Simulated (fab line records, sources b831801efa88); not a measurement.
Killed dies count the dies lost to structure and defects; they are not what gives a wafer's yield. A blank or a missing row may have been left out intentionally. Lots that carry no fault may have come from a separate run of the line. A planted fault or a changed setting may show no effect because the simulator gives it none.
Which tool was responsible? :: flow sky130 :: 13 lots with 39 wafers sampled at 5 steps, on a route of 708 steps

== WHAT THE GAUGES READ, wafer by wafer ==
SKY_NWELL_RS_MEAS_29: measures by four-point-probe. Usual: for NWELL_RS the level is 625.3 ohm/sq and the standard deviation is 1.5.
lot: L712
measured: day 5 08:44
on: film-metro-02
NWELL_RS (ohm/sq): 625.3 625.3 625.2
flag: 

lot: L713
measured: day 5 14:14
on: film-metro-03
NWELL_RS (ohm/sq): 625.3 623.6 622.3
flag: 

lot: L714
measured: day 5 17:39
on: film-metro-03
NWELL_RS (ohm/sq): 625.3 624.6 626.4
flag: 

lot: L715
measured: day 5 20:39
on: film-metro-03
NWELL_RS (ohm/sq): 628.0 626.8 625.4
flag: 

lot: L716
measured: day 6 05:23
on: film-metro-02
NWELL_RS (ohm/sq): 625.4 626.6 627.0
flag: 

lot: L719
measured: day 7 03:41
on: film-metro-03
NWELL_RS (ohm/sq): 627.6 625.6 626.6
flag: 

lot: L720
measured: day 7 07:51
on: film-metro-02
NWELL_RS (ohm/sq): 623.8 623.9 623.0
flag: 

lot: L721
measured: day 7 14:03
on: film-metro-03
NWELL_RS (ohm/sq): 625.2 624.2 624.1
flag: 

lot: L724
measured: day 8 10:19
on: film-metro-02
NWELL_RS (ohm/sq): 626.6 624.6 624.5
flag: 

lot: L730
measured: day 9 21:30
on: film-metro-02
NWELL_RS (ohm/sq): 647.8 647.3 645.7
flag: OFF

lot: L733
measured: day 10 18:29
on: film-metro-02
NWELL_RS (ohm/sq): 625.9 625.8 627.1
flag: 

lot: L734
measured: day 10 23:46
on: film-metro-01
NWELL_RS (ohm/sq): 648.4 646.3 647.0
flag: OFF

lot: L735
measured: day 11 02:42
on: film-metro-02
NWELL_RS (ohm/sq): 625.2 627.1 626.1
flag: 

SKY_LI_CONTACT_BOW_MEAS_03. Usual: for LI_CONTACT_BOW the level is 55 um and the standard deviation is 6.3.
lot: L712
measured: day 27 12:29
on: film-metro-01
LI_CONTACT_BOW (um): 61 49 57
flag: 

lot: L713
measured: day 27 23:56
on: film-metro-02
LI_CONTACT_BOW (um): 44 55 50
flag: 

lot: L714
measured: day 28 05:25
on: film-metro-01
LI_CONTACT_BOW (um): 45 53 53
flag: 

lot: L715
measured: day 28 14:27
on: film-metro-01
LI_CONTACT_BOW (um): 46 57 61
flag: 

lot: L716
measured: day 29 01:51
on: film-metro-02
LI_CONTACT_BOW (um): 51 51 53
flag: 

lot: L719
measured: day 31 01:31
on: film-metro-04
LI_CONTACT_BOW (um): 53 71 57
flag: 

lot: L720
measured: day 30 19:01
on: film-metro-02
LI_CONTACT_BOW (um): 57 69 59
flag: 

lot: L721
measured: day 31 04:15
on: film-metro-04
LI_CONTACT_BOW (um): 58 61 51
flag: 

lot: L724
measured: day 32 06:25
on: film-metro-04
LI_CONTACT_BOW (um): 53 44 68
flag: 

lot: L730
measured: day 34 05:28
on: film-metro-02
LI_CONTACT_BOW (um): 62 60 54
flag: 

lot: L733
measured: day 35 03:25
on: film-metro-01
LI_CONTACT_BOW (um): 58 56 52
flag: 

lot: L734
measured: day 35 03:44
on: film-metro-04
LI_CONTACT_BOW (um): 54 62 62
flag: 

lot: L735
measured: day 35 07:23
on: film-metro-01
LI_CONTACT_BOW (um): 58 67 53
flag: 

SKY_LI_CONTACT_OVL_MEAS_13. Usual: for LI_CONTACT_OVL the level is -5 nm and the standard deviation is 4.5.
lot: L712
measured: day 28 17:35
on: overlay-02
LI_CONTACT_OVL (nm): -13 -6 -7
flag: 

lot: L713
measured: day 29 05:05
on: overlay-01
LI_CONTACT_OVL (nm): -3 -4 -6
flag: 

lot: L714
measured: day 29 10:53
on: overlay-02
LI_CONTACT_OVL (nm): -7 -10 -3
flag: 

lot: L715
measured: day 29 18:29
on: overlay-01
LI_CONTACT_OVL (nm): -5 -12 -6
flag: 

lot: L716
measured: day 30 05:04
on: overlay-02
LI_CONTACT_OVL (nm): -6 -11 -12
flag: 

lot: L719
measured: day 32 05:02
on: overlay-02
LI_CONTACT_OVL (nm): -5 -6 -12
flag: 

lot: L720
measured: day 31 22:43
on: overlay-02
LI_CONTACT_OVL (nm): -5 -10 -10
flag: 

lot: L721
measured: day 32 07:37
on: overlay-01
LI_CONTACT_OVL (nm): -8 -4 -7
flag: 

lot: L724
measured: day 33 09:20
on: overlay-01
LI_CONTACT_OVL (nm): -6 -13 -8
flag: 

lot: L730
measured: day 35 07:53
on: overlay-02
LI_CONTACT_OVL (nm): -3 -1 -2
flag: 

lot: L733
measured: day 36 05:23
on: overlay-01
LI_CONTACT_OVL (nm): 5 -2 3
flag: 

lot: L734
measured: day 36 06:01
on: overlay-01
LI_CONTACT_OVL (nm): 2 -1 4
flag: 

lot: L735
measured: day 36 08:41
on: overlay-01
LI_CONTACT_OVL (nm): -5 -2 2
flag: 

SKY_LOCAL_INTERCONNECT_RS_MEAS_01: measures by four-point-probe. Usual: for LOCAL_INTERCONNECT_TIN_RS the level is 14.17 ohm/sq and the standard deviation is 0.13.
lot: L712
measured: day 28 18:52
on: film-metro-02
LOCAL_INTERCONNECT_TIN_RS (ohm/sq): 14.32 14.30 14.45
flag: 

lot: L713
measured: day 29 06:20
on: film-metro-04
LOCAL_INTERCONNECT_TIN_RS (ohm/sq): 14.25 14.21 14.31
flag: 

lot: L714
measured: day 29 12:12
on: film-metro-04
LOCAL_INTERCONNECT_TIN_RS (ohm/sq): 14.20 13.98 13.95
flag: 

lot: L715
measured: day 29 19:48
on: film-metro-02
LOCAL_INTERCONNECT_TIN_RS (ohm/sq): 14.21 14.03 13.94
flag: 

lot: L716
measured: day 30 06:21
on: film-metro-03
LOCAL_INTERCONNECT_TIN_RS (ohm/sq): 14.20 14.26 14.38
flag: 

lot: L719
measured: day 32 06:19
on: film-metro-03
LOCAL_INTERCONNECT_TIN_RS (ohm/sq): 14.27 14.27 14.14
flag: 

lot: L720
measured: day 31 23:59
on: film-metro-04
LOCAL_INTERCONNECT_TIN_RS (ohm/sq): 14.26 14.13 14.14
flag: 

lot: L721
measured: day 32 08:53
on: film-metro-03
LOCAL_INTERCONNECT_TIN_RS (ohm/sq): 14.21 14.05 14.17
flag: 

lot: L724
measured: day 33 10:38
on: film-metro-02
LOCAL_INTERCONNECT_TIN_RS (ohm/sq): 14.23 14.15 14.10
flag: 

lot: L730
measured: day 35 09:10
on: film-metro-02
LOCAL_INTERCONNECT_TIN_RS (ohm/sq): 14.23 14.32 14.27
flag: 

lot: L733
measured: day 36 06:40
on: film-metro-04
LOCAL_INTERCONNECT_TIN_RS (ohm/sq): 14.29 14.21 14.22
flag: 

lot: L734
measured: day 36 07:19
on: film-metro-02
LOCAL_INTERCONNECT_TIN_RS (ohm/sq): 14.23 14.34 14.17
flag: 

lot: L735
measured: day 36 09:58
on: film-metro-03
LOCAL_INTERCONNECT_TIN_RS (ohm/sq): 14.05 13.94 13.95
flag: 

== EACH LOT AND THE TOOL THAT RAN IT (in order: tool; ch and the chambers of the sampled wafers; start) ==
lot: L712
SKY_NWELL_IMPLANT_13: implanter-02 ch 0, day 4 14:32

lot: L713
SKY_NWELL_IMPLANT_13: implanter-03 ch 0, day 4 19:58

lot: L714
SKY_NWELL_IMPLANT_13: implanter-03 ch 0, day 4 23:37

lot: L715
SKY_NWELL_IMPLANT_13: implanter-04 ch 0, day 5 02:26

lot: L716
SKY_NWELL_IMPLANT_13: implanter-04 ch 0, day 5 10:58

lot: L719
SKY_NWELL_IMPLANT_13: implanter-02 ch 0, day 6 07:20

lot: L720
SKY_NWELL_IMPLANT_13: implanter-02 ch 0, day 6 11:52

lot: L721
SKY_NWELL_IMPLANT_13: implanter-04 ch 0, day 6 17:48

lot: L724
SKY_NWELL_IMPLANT_13: implanter-03 ch 0, day 7 13:24

lot: L730
SKY_NWELL_IMPLANT_13: implanter-04 ch 0, day 8 23:01

lot: L733
SKY_NWELL_IMPLANT_13: implanter-02 ch 0, day 9 20:02

lot: L734
SKY_NWELL_IMPLANT_13: implanter-04 ch 0, day 10 00:50

lot: L735
SKY_NWELL_IMPLANT_13: implanter-03 ch 0, day 10 03:31
- SKY_NWELL_IMPLANT_13

== WHAT THE TOOLS THEMSELVES READ (means of the sampled wafers that have a number; where no wafer has one, the mark that the record gives instead) ==
SKY_NWELL_IMPLANT_13. Usual: dose-ions-cm2 7e+11, standard deviation 7.5e+08; faraday-current-uA 3.95, standard deviation 0.077.
lot: L712
tool: implanter-02
dose-ions-cm2: 7e+11
faraday-current-uA: 3.94
flag: 

lot: L713
tool: implanter-03
dose-ions-cm2: 7e+11
faraday-current-uA: 3.89
flag: 

lot: L714
tool: implanter-03
dose-ions-cm2: 7e+11
faraday-current-uA: 3.97
flag: 

lot: L715
tool: implanter-04
dose-ions-cm2: 7e+11
faraday-current-uA: 3.90
flag: 

lot: L716
tool: implanter-04
dose-ions-cm2: 7e+11
faraday-current-uA: 3.98
flag: 

lot: L719
tool: implanter-02
dose-ions-cm2: 7e+11
faraday-current-uA: 3.91
flag: 

lot: L720
tool: implanter-02
dose-ions-cm2: 7e+11
faraday-current-uA: 3.98
flag: 

lot: L721
tool: implanter-04
dose-ions-cm2: 7e+11
faraday-current-uA: 3.94
flag: 

lot: L724
tool: implanter-03
dose-ions-cm2: 7e+11
faraday-current-uA: 3.98
flag: 

lot: L730
tool: implanter-04
dose-ions-cm2: 7e+10
faraday-current-uA: 0.39
flag: OFF

lot: L733
tool: implanter-02
dose-ions-cm2: 7e+11
faraday-current-uA: 3.99
flag: 

lot: L734
tool: implanter-04
dose-ions-cm2: 7e+10
faraday-current-uA: 0.40
flag: OFF

lot: L735
tool: implanter-03
dose-ions-cm2: 7e+11
faraday-current-uA: 3.91
flag: 

== THE ANSWER, worked out from the rows above alone ==
Rule: a lot is off if the mean of its wafers that have a number lies more than 3 standard deviations from the usual mean. Also off: a lot with no number at a reading for which 4 or more lots have one. All remaining lots with rows at the step are treated as sound. First the gauges in route order, then the tools' own readings, where a lot's mean is used as printed above. The first step at which some lot is off is used, and at that step the reading that is off furthest; a lot without a number counts as furthest.
Off: at SKY_NWELL_RS_MEAS_29 (NWELL_RS), L730, L734.
A tool fits if, at a process step before that reading, it ran every lot that is off, and no sound lot after the first of them. The gauges at SKY_NWELL_RS_MEAS_29 aren't tried: what is off there is off at SKY_NWELL_IMPLANT_13 too, on other tools, and a gauge's error can't cause that. One candidate fits, namely implanter-04 at SKY_NWELL_IMPLANT_13. Its last sound lot is L721 (day 6 17:48), its first lot that is off L730 (day 8 23:01): a fault that began between those two fits.
The tool's own readings at SKY_NWELL_IMPLANT_13 bear it out: on the lots that are off they differ by more than 5 times the standard deviation of the sound lots' means. dose-ions-cm2 reads 7e+10 there against 7e+11 on the sound lots; faraday-current-uA reads 0.40 there against 3.94 on the sound lots.

== WHAT WAS PUT IN BY THE SIMULATOR ==
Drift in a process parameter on implanter-04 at SKY_NWELL_IMPLANT_13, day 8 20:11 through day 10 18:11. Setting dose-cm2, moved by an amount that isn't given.
Lots struck among those shown: L730, L734. This agrees with what the rule above found.
